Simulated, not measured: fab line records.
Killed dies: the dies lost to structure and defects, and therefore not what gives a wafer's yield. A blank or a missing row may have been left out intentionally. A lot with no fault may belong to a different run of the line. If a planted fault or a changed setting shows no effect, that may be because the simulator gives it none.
fab line records    flow sfq-line
record lots=7  wafers=21  last-day=100
route steps=325 shown M5@198 A5B@209 R5@212 I5@228 M8@325
lots that met no fault: from a run of the same line without faults
start-h: start of the lot's first displayed wafer, in hours after the record's first day    wait-h: how many hours have passed since the lot's step before this one    " identical to the entry in the row above    L1.1+2: a row that stands for several wafers    - value missing, or start not given    * or withheld: withheld    < > ~ a bound
route shown NAME@n: a module of which the file shows steps, and the number in the route of the first    usual: the fault-free wafers' mean and standard deviation    same: alike in all rows    chamber/n: place in a boat    sites: the reading at each site    _std_site: standard deviation of those values    _edge_site: the outer-site mean with the inner-site mean subtracted    radius-mm: for every site, how far away it sits from the centre of the wafer    mask NAME#n: copy n    behind: the last tool/chamber to shape the wafer    hold: why the lot was held/for how many hours/how that ended    device: names the non-switching transistor (n, p or np)    end of line: at the end of the route, the tests of the same wafers    a step with no rows: only its recipe    killed: not the wafer's yield, but the dies lost to structure and defects at the first sort    map: a wafer's dies, x killed, . not, _ none there
set.NAME: the setting that was run; set.NAME@STEP: the one run at that earlier step    model.NAME: the simulator's own value behind a step, which no gauge read
a table for each step, a row for each wafer; lots at some steps of the route
services: the hour from which a tool's chamber was out of use, counted from the record's first day as start-h (under 0 if before that day), plus the number of hours and why
## steps
# step SFQ_TRILAYER_M5_LITHO_COAT_128
# recipe resist=BARC  spin-rpm=3000  resist-thk-nm=62
# step SFQ_TRILAYER_M5_LITHO_COAT_123
# recipe resist=KrF  spin-rpm=3000  resist-thk-nm=600
# step SFQ_TRILAYER_M5_LITHO_SOFTBAKE_127
# recipe temp-c=withheld  time-s=withheld  resist=KrF
# step SFQ_TRILAYER_M5_LITHO_EXPOSE_124
# recipe mask-id=M5  na=0.6  source-shape=conventional  sigma-outer=0.65  target-cd-nm=700  dose-mj=14.4
# step SFQ_TRILAYER_M5_LITHO_PEB_126
# recipe peb-temp-c=115  peb-time-s=60  resist=KrF
# step SFQ_TRILAYER_M5_LITHO_DEVELOP_125
# recipe time-s=60  resist=KrF
# step SFQ_M5_OVL_MEAS_932
# usual M5_OVL=-1/5.1
lot.wafer  tool        chamber  start-h  wait-h  M5_OVL[nm]
L556.4     overlay-02  -        1484.32  0.1     -9
L556.5     "           -        "        "       -8
L556.6     "           -        "        "       -7
L558.1     overlay-02  -        1512.28  0.1     -3
L558.3     "           -        "        "       1
L558.5     "           -        "        "       -2
L561.2     overlay-02  -        1609.45  0.1     0
L561.3     "           -        "        "       6
L561.6     "           -        "        "       1
L569.2     overlay-01  -        1665.20  0.1     0
L569.3     "           -        "        "       -5
L569.4     "           -        "        "       3
L570.3     overlay-01  -        1674.81  0.1     6
L570.4     "           -        "        "       3
L570.6     "           -        "        "       8
L571.1     overlay-01  -        1679.25  0.1     -3
L571.5     "           -        "        "       -1
L571.6     "           -        "        "       1
L579.2     overlay-02  -        1735.22  0.1     0
L579.4     "           -        "        "       -2
L579.5     "           -        "        "       4
# step SFQ_TRILAYER_M5_BARC_OPEN_METAL_ETCH_161
# recipe mask-material=PR  chemistry=O2  target-depth-nm=125  target=BARC  icp-w=600  bias-w=80  pressure-mtorr=10  time-s=41.7
# usual bias-w=80.02/0.24  drypump-motor-current-A=6.0/0.38  oes-product-au=0.685/0.0045
lot.wafer  tool          chamber  start-h  wait-h  bias-w  drypump-motor-current-A  oes-product-au  rf-hours-counter-h
L556.4     rie-metal-04  0        1484.35  0.0     80.19   6.7                      0.686           -
L556.5     "             0        "        "       79.76   6.7                      0.683           -
L556.6     "             1        "        "       79.83   6.1                      0.681           -
L558.1     rie-metal-02  0        1512.32  0.0     80.16   5.6                      0.682           85
L558.3     "             0        "        "       79.84   5.6                      0.688           -
L558.5     "             0        "        "       80.15   5.6                      0.684           -
L561.2     rie-metal-01  1        1609.48  0.0     79.90   5.5                      0.683           11
L561.3     "             0        "        "       80.15   5.8                      0.685           -
L561.6     "             0        "        "       80.04   5.9                      0.686           -
L569.2     rie-metal-01  0        1665.23  0.0     80.34   5.8                      0.682           60
L569.3     "             1        "        "       79.99   5.5                      0.680           -
L569.4     "             0        "        "       80.27   5.8                      0.688           -
L570.3     rie-metal-02  0        1674.85  0.0     80.05   5.6                      0.682           -
L570.4     "             1        "        "       80.01   6.4                      0.686           -
L570.6     "             1        "        "       79.83   6.4                      0.689           -
L571.1     rie-metal-01  1        1679.28  0.0     80.46   5.5                      0.694           22
L571.5     "             1        "        "       80.12   5.5                      0.693           -
L571.6     "             0        "        "       80.27   5.8                      0.691           -
L579.2     rie-metal-02  0        1735.25  0.0     80.01   5.6                      0.688           124
L579.4     "             1        "        "       80.04   6.3                      0.681           -
L579.5     "             1        "        "       79.98   6.3                      0.681           -
# step SFQ_TRILAYER_M5_ETCH_METAL_ETCH_126
# recipe target=Nb  stop-on=SiO2  mask-material=PR  over-etch-frac=0.15  time-s=203.2  chemistry=Cl2/BCl3  target-depth-nm=265  icp-w=600  bias-w=80  pressure-mtorr=10
# usual bias-w=79.98/0.22  drypump-motor-current-A=6.0/0.38  oes-product-au=0.727/0.0048
lot.wafer  tool          chamber  start-h  wait-h  bias-w  drypump-motor-current-A  oes-product-au  rf-hours-counter-h
L556.4     rie-metal-04  0        1484.46  0.1     79.80   6.7                      0.726           -
L556.5     "             0        "        "       79.78   6.7                      0.725           -
L556.6     "             1        "        "       79.95   6.1                      0.726           -
L558.1     rie-metal-02  0        1512.38  0.0     80.04   5.6                      0.724           85
L558.3     "             0        "        "       80.37   5.6                      0.725           -
L558.5     "             0        "        "       80.19   5.6                      0.727           -
L561.2     rie-metal-01  1        1609.54  0.0     79.98   5.5                      0.729           11
L561.3     "             0        "        "       80.24   5.8                      0.725           -
L561.6     "             0        "        "       80.13   5.8                      0.732           -
L569.2     rie-metal-01  0        1665.29  0.0     79.95   5.8                      0.731           60
L569.3     "             1        "        "       80.07   5.5                      0.739           -
L569.4     "             0        "        "       80.11   5.8                      0.733           -
L570.3     rie-metal-02  0        1674.96  0.1     80.23   5.6                      0.728           -
L570.4     "             1        "        "       80.19   6.4                      0.722           -
L570.6     "             1        "        "       79.84   6.4                      0.731           -
L571.1     rie-metal-01  1        1679.34  0.0     80.27   5.5                      0.738           22
L571.5     "             1        "        "       80.03   5.5                      0.724           -
L571.6     "             0        "        "       80.06   5.8                      0.725           -
L579.2     rie-metal-02  0        1735.31  0.0     79.93   5.6                      0.726           124
L579.4     "             1        "        "       79.83   6.3                      0.720           -
L579.5     "             1        "        "       80.08   6.4                      0.726           -
# step SFQ_TRILAYER_M5_STRIP_STRIP_127
# recipe gas=O2  power-w=200  platen-temp-c=40  overash-fraction=0.65  chemistry=O2  pressure-mtorr=50
# step SFQ_TRILAYER_M5_STRIP_SOLV_CLEAN_128
# recipe chemistry=NMP  temp-c=70  time-s=600
# step SFQ_TRILAYER_A5B_DEP_PECVD_129
# recipe material=SiO2  temp-c=150  time-s=133.33  pressure-torr=2.4  rf-w=183.3  precursor=SiH4/N2O  target-thk-nm=600
# usual heater-power-w=87/11  throttle-valve-pct=23.9/1.1
lot.wafer  tool      chamber  start-h  wait-h  heater-power-w  throttle-valve-pct
L556.4     pecvd-04  1        1485.41  0.0     57              24.3
L556.5     "         1        "        "       62              23.9
L556.6     "         0        "        "       98              23.2
L558.1     pecvd-01  1        1513.35  0.0     84              25.4
L558.3     "         0        "        "       96              26.0
L558.5     "         1        "        "       86              25.6
L561.2     pecvd-04  0        1610.69  0.0     103             24.1
L561.3     "         1        "        "       72              24.3
L561.6     "         1        "        "       70              24.2
L569.2     pecvd-04  0        1666.26  0.0     88              23.9
L569.3     "         2        "        "       83              22.8
L569.4     "         2        "        "       85              23.1
L570.3     pecvd-01  1        1675.86  0.0     88              25.5
L570.4     "         1        "        "       88              25.7
L570.6     "         0        "        "       87              26.2
L571.1     pecvd-04  0        1680.31  0.0     90              23.7
L571.5     "         1        "        "       57              24.7
L571.6     "         0        "        "       96              23.7
L579.2     pecvd-01  2        1736.28  0.0     74              23.1
L579.4     "         0        "        "       98              23.3
L579.5     "         2        "        "       77              23.2
# step SFQ_TRILAYER_A5B_CMP_CMP_130
# recipe stop-on=Nb  down-force-psi=3  platen-rpm=60  target-thk-nm=340.7
# usual edge-zone-pressure-frac=0.999/0.005  head-pressure-psi=3.001/0.0069  motor-current-A=10.4/0.74
lot.wafer  tool    chamber  start-h  wait-h  edge-zone-pressure-frac  head-pressure-psi  motor-current-A  model.SiO2_of_TRILAYER_A5B_DEP_PECVD_129.thk-nm
L556.4     cmp-01  2        1488.23  2.8     0.996                    2.987              9.5              338.1
L556.5     "       2        1490.23  4.7     1.003                    2.992              8.8              339.1
L556.6     "       3        "        "       0.999                    2.995              10.1             330.5
L558.3     cmp-01  2        1516.81  3.4     0.992                    3.004              9.5              337.8
L558.1     "       3        "        "       1.002                    3.004              9.9              329.2
L558.5     "       2        1518.81  5.4     0.998                    3.002              9.1              334
L561.2     cmp-01  3        1628.56  17.8    1.004                    3.003              10.8             329.4
L561.3     "       1        1629.56  18.8    1.003                    2.995              11.7             337
L561.6     "       2        "        "       0.988                    3.005              8.7              342.9
L569.4     cmp-02  1        1666.85  0.5     -                        -                  -                603.7
L569.3     "       2        "        "       -                        -                  -                601.7
L569.2     "       3        "        "       -                        -                  -                602.3
L570.4     cmp-01  2        1676.45  0.5     -                        -                  -                603.3
L570.3     "       3        "        "       -                        -                  -                603.3
L570.6     "       1        1677.95  2.0     -                        -                  -                606.1
L571.1     cmp-02  3        1680.90  0.5     -                        -                  -                585.4
L571.5     "       2        1682.40  2.0     -                        -                  -                597.3
L571.6     "       3        "        "       -                        -                  -                601
L579.4     cmp-01  2        1736.37  0.0     0.997                    3.002              9.2              338.6
L579.2     "       1        1737.87  1.5     0.999                    2.995              11.1             347.7
L579.5     "       3        1738.87  2.5     0.992                    2.993              10.3             337.2
# step SFQ_TRILAYER_A5B_METRO_MEASURE_131
# usual thk-nm=341/6
lot.wafer  tool           chamber  start-h  wait-h  thk-nm
L556.4     film-metro-02  -        1491.83  3.1     338
L556.5     "              -        "        "       339
L556.6     "              -        "        "       330
L558.1     film-metro-02  -        1519.81  2.0     329
L558.3     "              -        "        "       338
L558.5     "              -        "        "       334
L561.2     film-metro-04  -        1631.26  2.2     329
L561.3     "              -        "        "       337
L561.6     "              -        "        "       343
L569.2     film-metro-03  -        1669.55  1.2     602
L569.3     "              -        "        "       602
L569.4     "              -        "        "       604
L570.3     film-metro-04  -        1679.35  1.9     603
L570.4     "              -        "        "       603
L570.6     "              -        "        "       606
L571.1     film-metro-03  -        1683.40  2.0     585
L571.5     "              -        "        "       597
L571.6     "              -        "        "       601
L579.2     film-metro-03  -        1739.57  1.2     348
L579.4     "              -        "        "       339
L579.5     "              -        "        "       337
# step SFQ_TRILAYER_R5_DEP_SPUTTER_132
# recipe material=Ti  base-pressure-pa=1.33e-06  target-thk-nm=5  power-w=2000  time-s=5  chamber-pressure-pa=0.4
# step SFQ_TRILAYER_R5_DEP_SPUTTER_133
# recipe material=MoNx  base-pressure-pa=1.33e-06  target-thk-nm=40  power-w=1000  time-s=66.7  chamber-pressure-pa=0.4
# step SFQ_TRILAYER_R5_DEP_SPUTTER_134
# recipe material=Ti  base-pressure-pa=1.33e-06  target-thk-nm=5  power-w=2000  time-s=5  chamber-pressure-pa=0.4
# step SFQ_R5_RS_MEAS_933
# recipe thk-meas-gauge=four-point-probe  reads=Ti_of_TRILAYER_R5_DEP_SPUTTER_134+MoNx_of_TRILAYER_R5_DEP_SPUTTER_133+Ti_of_TRILAYER_R5_DEP_SPUTTER_132
# usual R5_MONX_RS=7.07/0.083
lot.wafer  tool           chamber  start-h  wait-h  R5_MONX_RS[ohm/sq]
L556.4     film-metro-01  -        1492.59  0.1     7.02
L556.5     "              -        "        "       6.96
L556.6     "              -        "        "       6.99
L558.1     film-metro-01  -        1521.10  0.0     7.24
L558.3     "              -        "        "       7.10
L558.5     "              -        "        "       7.09
L561.2     film-metro-01  -        1632.37  0.0     7.15
L561.3     "              -        "        "       7.16
L561.6     "              -        "        "       7.09
L569.2     film-metro-02  -        1670.66  0.0     7.04
L569.3     "              -        "        "       7.01
L569.4     "              -        "        "       7.12
L570.3     film-metro-01  -        1680.28  0.0     7.17
L570.4     "              -        "        "       7.17
L570.6     "              -        "        "       7.17
L571.1     film-metro-02  -        1684.70  0.0     7.12
L571.5     "              -        "        "       7.07
L571.6     "              -        "        "       7.03
L579.2     film-metro-04  -        1740.68  0.0     7.06
L579.4     "              -        "        "       6.94
L579.5     "              -        "        "       6.95
# step SFQ_R5_THK_MEAS_934
# recipe thk-meas-gauge=xrf  reads=MoNx_of_TRILAYER_R5_DEP_SPUTTER_133
# usual R5_MONX_THK=39.6/0.55
lot.wafer  tool           chamber  start-h  wait-h  R5_MONX_THK[nm]
L556.4     film-metro-01  -        1492.68  0.1     39.9
L556.5     "              -        "        "       40.8
L556.6     "              -        "        "       40.1
L558.1     film-metro-01  -        1521.22  0.1     39.1
L558.3     "              -        "        "       39.6
L558.5     "              -        "        "       39.8
L561.2     film-metro-01  -        1632.48  0.1     38.9
L561.3     "              -        "        "       38.9
L561.6     "              -        "        "       39.2
L569.2     film-metro-02  -        1670.77  0.1     39.7
L569.3     "              -        "        "       40.2
L569.4     "              -        "        "       39.3
L570.3     film-metro-01  -        1680.38  0.1     39.2
L570.4     "              -        "        "       39.0
L570.6     "              -        "        "       38.8
L571.1     film-metro-02  -        1684.82  0.1     39.3
L571.5     "              -        "        "       39.8
L571.6     "              -        "        "       40.0
L579.2     film-metro-04  -        1740.79  0.1     39.1
L579.4     "              -        "        "       39.6
L579.5     "              -        "        "       39.8
# step SFQ_TRILAYER_R5_LITHO_COAT_141
# recipe resist=BARC  spin-rpm=3000  resist-thk-nm=62
# step SFQ_TRILAYER_R5_LITHO_COAT_136
# recipe resist=KrF  spin-rpm=3000  resist-thk-nm=600
# step SFQ_TRILAYER_R5_LITHO_SOFTBAKE_140
# recipe temp-c=withheld  time-s=withheld  resist=KrF
# step SFQ_TRILAYER_R5_LITHO_EXPOSE_137
# recipe mask-id=R5  na=0.6  source-shape=conventional  sigma-outer=0.65  target-cd-nm=500  dose-mj=14.4
# step SFQ_TRILAYER_R5_LITHO_PEB_139
# recipe peb-temp-c=115  peb-time-s=60  resist=KrF
# step SFQ_TRILAYER_R5_LITHO_DEVELOP_138
# recipe time-s=60  resist=KrF
# step SFQ_R5_OVL_MEAS_935
# usual R5_OVL=0/6.1
lot.wafer  tool        chamber  start-h  wait-h  R5_OVL[nm]
L556.4     overlay-02  -        1575.86  0.1     -7
L556.5     "           -        "        "       -3
L556.6     "           -        "        "       -1
L558.1     overlay-01  -        1601.05  0.1     -2
L558.3     "           -        "        "       -2
L558.5     "           -        "        "       4
L561.2     overlay-02  -        1635.12  0.1     2
L561.3     "           -        "        "       -3
L561.6     "           -        "        "       4
L569.2     overlay-02  -        1673.08  0.1     -2
L569.3     "           -        "        "       -2
L569.4     "           -        "        "       -5
L570.3     overlay-02  -        1682.81  0.1     -8
L570.4     "           -        "        "       -7
L570.6     "           -        "        "       -5
L571.1     overlay-02  -        1687.13  0.1     -5
L571.5     "           -        "        "       1
L571.6     "           -        "        "       -2
L579.2     overlay-01  -        1857.93  0.1     2
L579.4     "           -        "        "       5
L579.5     "           -        "        "       -1
# step SFQ_TRILAYER_R5_BARC_OPEN_METAL_ETCH_177
# recipe mask-material=PR  chemistry=O2  target-depth-nm=125  target=BARC  icp-w=600  bias-w=80  pressure-mtorr=10  time-s=41.7
# step SFQ_TRILAYER_R5_ETCH_METAL_ETCH_139
# recipe stop-on=SiO2  mask-material=PR  chemistry=Cl2  target-depth-nm=60  icp-w=600  bias-w=80  pressure-mtorr=10  time-s=40
# step SFQ_TRILAYER_R5_STRIP_STRIP_140
# recipe gas=O2  power-w=200  platen-temp-c=40  overash-fraction=0.65  chemistry=O2  pressure-mtorr=50
# step SFQ_TRILAYER_R5_STRIP_SOLV_CLEAN_141
# recipe chemistry=NMP  temp-c=70  time-s=600
# step SFQ_TRILAYER_A5C_DEP_PECVD_142
# recipe material=SiO2  temp-c=150  time-s=15.556  pressure-torr=2.4  rf-w=183.3  precursor=SiH4/N2O  target-thk-nm=70
# usual heater-power-w=86/13  throttle-valve-pct=24.2/1.1
lot.wafer  tool      chamber  start-h  wait-h  heater-power-w  throttle-valve-pct
L556.4     pecvd-03  1        1576.79  0.0     79              22.4
L556.5     "         2        "        "       109             23.1
L556.6     "         0        "        "       93              23.7
L558.1     pecvd-01  2        1601.98  0.0     86              25.9
L558.3     "         0        "        "       105             26.2
L558.5     "         0        "        "       88              26.3
L561.2     pecvd-02  2        1636.04  0.0     105             24.6
L561.3     "         1        "        "       61              23.7
L561.6     "         0        "        "       71              24.9
L569.2     pecvd-03  0        1674.00  0.0     98              24.2
L569.3     "         1        "        "       73              22.7
L569.4     "         1        "        "       75              22.9
L570.3     pecvd-02  2        1683.73  0.0     101             24.7
L570.4     "         2        "        "       106             24.4
L570.6     "         0        "        "       62              24.8
L571.1     pecvd-02  2        1688.05  0.0     96              24.7
L571.5     "         0        "        "       61              25.0
L571.6     "         1        "        "       59              23.6
L579.2     pecvd-02  0        1858.85  0.0     71              24.8
L579.4     "         1        "        "       60              23.6
L579.5     "         0        "        "       72              24.8
# step SFQ_TRILAYER_I5_LITHO_COAT_149
# recipe resist=BARC  spin-rpm=3000  resist-thk-nm=62
# step SFQ_TRILAYER_I5_LITHO_COAT_144
# recipe resist=KrF  spin-rpm=3000  resist-thk-nm=650
# step SFQ_TRILAYER_I5_LITHO_SOFTBAKE_148
# recipe temp-c=withheld  time-s=withheld  resist=KrF
# step SFQ_TRILAYER_I5_LITHO_EXPOSE_145
# recipe mask-id=I5  na=0.6  source-shape=conventional  sigma-outer=0.65  target-cd-nm=700  dose-mj=21.3
# step SFQ_TRILAYER_I5_LITHO_PEB_147
# recipe peb-temp-c=115  peb-time-s=60  resist=KrF
# step SFQ_TRILAYER_I5_LITHO_DEVELOP_146
# recipe time-s=60  resist=KrF
# step SFQ_I5_OVL_MEAS_936
# usual I5_OVL=-2/4.3
lot.wafer  tool        chamber  start-h  wait-h  I5_OVL[nm]
L556.4     overlay-02  -        1671.21  0.1     3
L556.5     "           -        "        "       7
L556.6     "           -        "        "       4
L558.1     overlay-01  -        1697.37  0.1     -1
L558.3     "           -        "        "       -10
L558.5     "           -        "        "       -2
L561.2     overlay-01  -        1746.02  0.1     -8
L561.3     "           -        "        "       1
L561.6     "           -        "        "       -4
L569.2     overlay-02  -        1790.67  0.1     4
L569.3     "           -        "        "       -3
L569.4     "           -        "        "       0
L570.3     overlay-02  -        1800.52  0.1     9
L570.4     "           -        "        "       1
L570.6     "           -        "        "       3
L571.1     overlay-02  -        1825.46  0.1     -2
L571.5     "           -        "        "       -3
L571.6     "           -        "        "       3
L579.2     overlay-02  -        1861.13  0.1     -10
L579.4     "           -        "        "       -16
L579.5     "           -        "        "       -10
# step SFQ_TRILAYER_I5_BARC_OPEN_VIA_ETCH_200
# recipe mask-material=PR  chemistry=O2  target-depth-nm=125  target=BARC  source-w=500  bias-w=80  pressure-mtorr=30  time-s=41.7
# step SFQ_TRILAYER_I5_ETCH_VIA_ETCH_147
# recipe stop-on=Nb  mask-material=PR  chemistry=CHF3  target-depth-nm=360  source-w=500  bias-w=80  pressure-mtorr=30  time-s=withheld
# step SFQ_TRILAYER_I5_STRIP_STRIP_148
# recipe gas=O2  power-w=200  platen-temp-c=40  overash-fraction=0.65  chemistry=O2  pressure-mtorr=50
# usual drypump-motor-current-A=5.7/0.35  oes-product-au=0.995/0.0099
lot.wafer  tool          chamber  start-h  wait-h  drypump-motor-current-A  oes-product-au  rf-hours-counter-h
L556.4     rie-metal-01  1        1671.62  -       5.5                      1.000           -
L556.5     "             0        "        "       5.8                      1.004           -
L556.6     "             1        "        "       5.5                      1.004           -
L558.1     rie-metal-01  0        1697.60  -       5.9                      0.993           65
L558.3     "             1        "        "       5.5                      1.003           -
L558.5     "             1        "        "       5.5                      0.998           -
L561.2     rie-metal-01  1        1746.24  -       5.5                      0.976           32
L561.3     "             1        "        "       5.5                      0.986           -
L561.6     "             0        "        "       5.9                      0.996           -
L569.2     rie-metal-02  1        1790.89  -       6.4                      0.999           34
L569.3     "             0        "        "       5.6                      1.011           -
L569.4     "             1        "        "       6.4                      1.010           -
L570.3     rie-metal-03  1        1800.94  -       5.3                      0.994           -
L570.4     "             0        "        "       5.9                      0.992           -
L570.6     "             0        "        "       5.9                      0.997           -
L571.1     rie-metal-01  1        1825.69  -       5.5                      0.975           41
L571.5     "             1        "        "       5.4                      0.977           -
L571.6     "             0        "        "       5.8                      1.001           -
L579.2     rie-metal-02  1        1861.35  -       6.4                      1.013           43
L579.4     "             0        "        "       5.6                      0.986           -
L579.5     "             1        "        "       6.3                      1.001           -
# step SFQ_TRILAYER_I5_STRIP_SOLV_CLEAN_149
# recipe chemistry=NMP  temp-c=70  time-s=600
# step SFQ_M8_BOW_MEAS_951
# recipe mode=bow
# usual M8_BOW=11/11
lot.wafer  tool           chamber  start-h  wait-h  M8_BOW[um]  model.etest.i5.link-ohm
L556.4     film-metro-01  -        2034.70  0.1     -1          2.285
L556.5     "              -        "        "       13          2.291
L556.6     "              -        "        "       9           2.29
L558.1     film-metro-02  -        2063.44  0.0     5           2.27
L558.3     "              -        "        "       -3          2.252
L558.5     "              -        "        "       1           2.26
L561.2     film-metro-03  -        2071.94  0.0     9           2.271
L561.3     "              -        "        "       20          2.259
L561.6     "              -        "        "       9           2.268
L569.2     film-metro-01  -        2282.94  0.0     27          2.368
L569.3     "              -        "        "       17          2.372
L569.4     "              -        "        "       7           2.369
L570.3     film-metro-01  -        2292.55  0.0     17          2.42
L570.4     "              -        "        "       6           2.412
L570.6     "              -        "        "       14          2.379
L571.1     film-metro-01  -        2303.00  0.0     12          2.374
L571.5     "              -        "        "       5           2.397
L571.6     "              -        "        "       10          2.397
L579.2     film-metro-03  -        2408.42  0.0     2           2.292
L579.4     "              -        "        "       24          2.291
L579.5     "              -        "        "       9           2.287
## services
tool          chamber  start-h  hours  kind
cmp-01        -        1460.54  2.1    repair
pecvd-04      -        1468.69  6.0    pm
pecvd-02      1        1470.27  16.0   repair
cmp-01        -        1476.82  0.2    repair
pecvd-04      2        1477.77  13.5   repair
rie-metal-02  0        1495.85  15.1   repair
cmp-01        -        1535.59  2.4    repair
cmp-01        -        1551.08  2.3    repair
rie-metal-01  -        1565.26  1.2    repair
cmp-01        -        1572.66  0.6    repair
cmp-01        -        1592.19  0.4    repair
cmp-01        -        1600.66  2.8    repair
cmp-01        -        1610.48  1.1    repair
cmp-01        -        1617.33  0.2    repair
cmp-01        -        1617.79  1.3    repair
rie-metal-02  -        1688.57  1.2    repair
cmp-01        -        1739.96  0.7    repair
cmp-01        -        1745.29  3.5    repair
cmp-01        -        1758.66  0.8    repair
cmp-01        -        1766.29  4.0    pm
cmp-01        -        1770.57  1.9    repair
cmp-01        -        1816.52  1.6    repair
cmp-01        -        1818.09  3.7    pm
cmp-01        -        1848.31  1.5    repair
## key
first-sign step=SFQ_TRILAYER_A5B_CMP_CMP_130  reading=tool-record  direction=missing
effect step=SFQ_TRILAYER_A5B_METRO_MEASURE_131  reading=thk-nm  direction=up  sigmas=43  usual=341  struck=600
model-effect step=SFQ_TRILAYER_A5B_CMP_CMP_130  value=SiO2_of_TRILAYER_A5B_DEP_PECVD_129.thk-nm  without=340  struck=600.5
model-effect step=SFQ_M8_BOW_MEAS_951  value=etest.i5.link-ohm  without=2.264  struck=2.388
met-at SFQ_TRILAYER_A5B_CMP_CMP_130
struck-wafers L569.2,L569.3,L569.4,L570.3,L570.4,L570.6,L571.1,L571.5,L571.6
onset-between 1628.56 1666.85
fault kind=skipped-step-whole  tool=cmp-01,cmp-02  chamber=-  onset-h=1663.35  steps=SFQ_TRILAYER_A5B_CMP_CMP_130  scope=struck-lots-only
